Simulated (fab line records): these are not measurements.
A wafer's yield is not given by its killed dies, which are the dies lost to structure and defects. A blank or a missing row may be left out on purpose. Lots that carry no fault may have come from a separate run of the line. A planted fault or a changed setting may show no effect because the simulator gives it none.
Chamber matching / flow sky130 / rie_diel-03 running SKY_PASSIVATION_ETCH_11: 4 sister chambers
The step etches the open film in CF4/O2, stops on AlCu, target depth 725 nm, time 161.1 s. 16 wafers are shown with their chamber, then 8 later ones without.

## EACH WAFER AND ITS CHAMBER
wafer=L562.2; chamber=1; drypump_motor_current_A (A)=6.2; oes_product_au (a.u.)=0.980; throttle_valve_pct (%)=5.962
wafer=L562.3; chamber=3; drypump_motor_current_A (A)=5.2; oes_product_au (a.u.)=0.973; throttle_valve_pct (%)=5.958
wafer=L562.5; chamber=3; drypump_motor_current_A (A)=5.2; oes_product_au (a.u.)=0.987; throttle_valve_pct (%)=5.956
wafer=L564.1; chamber=3; drypump_motor_current_A (A)=5.1; oes_product_au (a.u.)=0.978; throttle_valve_pct (%)=5.971
wafer=L564.5; chamber=2; drypump_motor_current_A (A)=6.5; oes_product_au (a.u.)=0.987; throttle_valve_pct (%)=5.971
wafer=L564.6; chamber=1; drypump_motor_current_A (A)=6.3; oes_product_au (a.u.)=0.976; throttle_valve_pct (%)=5.978
wafer=L566.2; chamber=0; drypump_motor_current_A (A)=4.7; oes_product_au (a.u.)=0.975; throttle_valve_pct (%)=5.967
wafer=L566.3; chamber=2; drypump_motor_current_A (A)=6.5; oes_product_au (a.u.)=0.981; throttle_valve_pct (%)=5.951
wafer=L566.4; chamber=3; drypump_motor_current_A (A)=5.2; oes_product_au (a.u.)=0.976; throttle_valve_pct (%)=5.958
wafer=L568.2; chamber=1; drypump_motor_current_A (A)=6.3; oes_product_au (a.u.)=0.973; throttle_valve_pct (%)=5.976
wafer=L568.4; chamber=0; drypump_motor_current_A (A)=4.7; oes_product_au (a.u.)=0.985; throttle_valve_pct (%)=5.950
wafer=L568.6; chamber=0; drypump_motor_current_A (A)=4.7; oes_product_au (a.u.)=0.985; throttle_valve_pct (%)=5.983
wafer=L571.3; chamber=1; drypump_motor_current_A (A)=6.2; oes_product_au (a.u.)=0.977; throttle_valve_pct (%)=5.967
wafer=L571.4; chamber=2; drypump_motor_current_A (A)=6.5; oes_product_au (a.u.)=0.982; throttle_valve_pct (%)=5.959
wafer=L571.6; chamber=0; drypump_motor_current_A (A)=4.7; oes_product_au (a.u.)=0.979; throttle_valve_pct (%)=5.969
wafer=L572.1; chamber=3; drypump_motor_current_A (A)=5.2; oes_product_au (a.u.)=0.968; throttle_valve_pct (%)=5.962

SIGNATURES (means of the wafers above)
reading=drypump_motor_current_A; chamber 0=4.700; chamber 1=6.250; chamber 2=6.500; chamber 3=5.180; scatter within a chamber=0.0387
reading=oes_product_au; chamber 0=0.98100; chamber 1=0.97650; chamber 2=0.98333; chamber 3=0.97640; scatter within a chamber=0.00512
reading=throttle_valve_pct; chamber 0=5.96725; chamber 1=5.97075; chamber 2=5.96033; chamber 3=5.96100; scatter within a chamber=0.00943
Rule: for each reading, subtract the chamber's mean from the wafer's reading, divide by that reading's scatter and square the result; add these up over the readings and take the root, which gives the wafer's distance from the chamber. If the next closest chamber is less than 2 further off than the closest, the wafer can't be placed; otherwise it belongs to the closest. The scatter: take each reading less its chamber's mean, square it, sum over the shown wafers, divide by the number of wafers less the number of chambers, and take the root.

## WAFERS MISSING THEIR CHAMBER
wafer=L572.2; drypump_motor_current_A (A)=4.7; oes_product_au (a.u.)=0.979; throttle_valve_pct (%)=5.964
wafer=L572.5; drypump_motor_current_A (A)=4.7; oes_product_au (a.u.)=0.983; throttle_valve_pct (%)=5.973
wafer=L582.1; drypump_motor_current_A (A)=6.2; oes_product_au (a.u.)=0.966; throttle_valve_pct (%)=5.972
wafer=L582.3; drypump_motor_current_A (A)=4.7; oes_product_au (a.u.)=0.971; throttle_valve_pct (%)=5.953
wafer=L582.6; drypump_motor_current_A (A)=5.2; oes_product_au (a.u.)=0.986; throttle_valve_pct (%)=5.968
wafer=L584.1; drypump_motor_current_A (A)=6.2; oes_product_au (a.u.)=0.977; throttle_valve_pct (%)=5.969
wafer=L584.4; drypump_motor_current_A (A)=6.5; oes_product_au (a.u.)=0.976; throttle_valve_pct (%)=5.962
wafer=L584.5; drypump_motor_current_A (A)=6.2; oes_product_au (a.u.)=0.976; throttle_valve_pct (%)=5.968

## WHICH CHAMBER EACH ONE RAN IN
wafer=L572.2; from the rows above=0; in truth=0
wafer=L572.5; from the rows above=0; in truth=0
wafer=L582.1; from the rows above=1; in truth=1
wafer=L582.3; from the rows above=0; in truth=0
wafer=L582.6; from the rows above=3; in truth=3
wafer=L584.1; from the rows above=1; in truth=1
wafer=L584.4; from the rows above=2; in truth=2
wafer=L584.5; from the rows above=1; in truth=1
Placed correctly: 8 of 8. Number that these rows cannot place: 0. Wrongly placed: 0.
